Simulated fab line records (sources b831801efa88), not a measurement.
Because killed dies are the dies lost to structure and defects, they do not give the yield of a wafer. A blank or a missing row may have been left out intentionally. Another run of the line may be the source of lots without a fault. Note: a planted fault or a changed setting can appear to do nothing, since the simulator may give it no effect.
Which tool did it? || flow gf180mcu || 21 wafers from 7 lots sampled at 2 of the route's 602 steps

WHAT THE GAUGES READ, wafer by wafer
GF_VT_IMPLANT_RS_MEAS_49: measurement is done with a four-point probe.
{"lot": "L770", "measured": "day 9 00:51", "on": "filmMetro-04", "MVPSD_RS (ohm/sq)": "1164.3 1165.8 1165.7"}
{"lot": "L772", "measured": "day 9 13:46", "on": "filmMetro-02", "MVPSD_RS (ohm/sq)": "1174.3 1169.3 1170.1"}
{"lot": "L776", "measured": "day 10 16:55", "on": "filmMetro-04", "MVPSD_RS (ohm/sq)": "1170.0 1169.6 1165.9"}
{"lot": "L782", "measured": "day 12 05:59", "on": "filmMetro-03", "MVPSD_RS (ohm/sq)": "1199.1 1194.7 1197.4"}
{"lot": "L784", "measured": "day 12 22:54", "on": "filmMetro-04", "MVPSD_RS (ohm/sq)": "1170.0 1168.4 1168.2"}
{"lot": "L786", "measured": "day 13 13:48", "on": "filmMetro-02", "MVPSD_RS (ohm/sq)": "1167.9 1168.8 1167.2"}
{"lot": "L788", "measured": "day 14 00:38", "on": "filmMetro-03", "MVPSD_RS (ohm/sq)": "1170.2 1171.7 1167.9"}

TOOL THAT RAN EACH LOT (tool first, then ch and the chambers of the sampled wafers, then the start)
{"lot": "L770", "GF_MVPSD_IMPLANT_08": "implanter-02 ch 0, day 6 08:55"}
{"lot": "L772", "GF_MVPSD_IMPLANT_08": "implanter-04 ch 0, day 6 19:39"}
{"lot": "L776", "GF_MVPSD_IMPLANT_08": "implanter-03 ch 0, day 7 19:31"}
{"lot": "L782", "GF_MVPSD_IMPLANT_08": "implanter-03 ch 0, day 9 05:50"}
{"lot": "L784", "GF_MVPSD_IMPLANT_08": "implanter-02 ch 0, day 9 18:47"}
{"lot": "L786", "GF_MVPSD_IMPLANT_08": "implanter-02 ch 0, day 10 09:30"}
{"lot": "L788", "GF_MVPSD_IMPLANT_08": "implanter-02 ch 0, day 10 19:16"}
- GF_MVPSD_IMPLANT_08

THE ANSWER, worked out from the rows above alone
Rule: usual is defined by the lots themselves. The widest of any qualifying gaps counts: lots, ordered by their means at a reading, are off when they make up no more than a third of the lots, leave a main group of 4 or more, and stand apart from it by 3 or more times the standard deviation of that group's means. A main group is skipped when, at the precision printed for the reading in the tables above, its means are all equal. Also off: a lot with no number at a reading for which 4 or more lots have one. All remaining lots with rows at the step are treated as sound.
Off: L782, at GF_VT_IMPLANT_RS_MEAS_49 (MVPSD_RS). Main group: mean 1168.6 ohm/sq, sd 1.8.
A tool fits if, at a process step before that reading, it ran every lot that is off, and no sound lot after the first of them. Those tools and the gauges at GF_VT_IMPLANT_RS_MEAS_49 are tried in the same way. One fits: implanter-03 at GF_MVPSD_IMPLANT_08. Its last sound lot is L776 (day 7 19:31), its first lot that is off L782 (day 9 05:50): a fault that began between those two fits.

WHAT THE SIMULATOR PUT IN
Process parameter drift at GF_MVPSD_IMPLANT_08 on implanter-03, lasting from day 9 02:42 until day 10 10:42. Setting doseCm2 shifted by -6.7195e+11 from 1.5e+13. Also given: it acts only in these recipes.
Lots struck among those shown: L782. Same finding as the rule above.
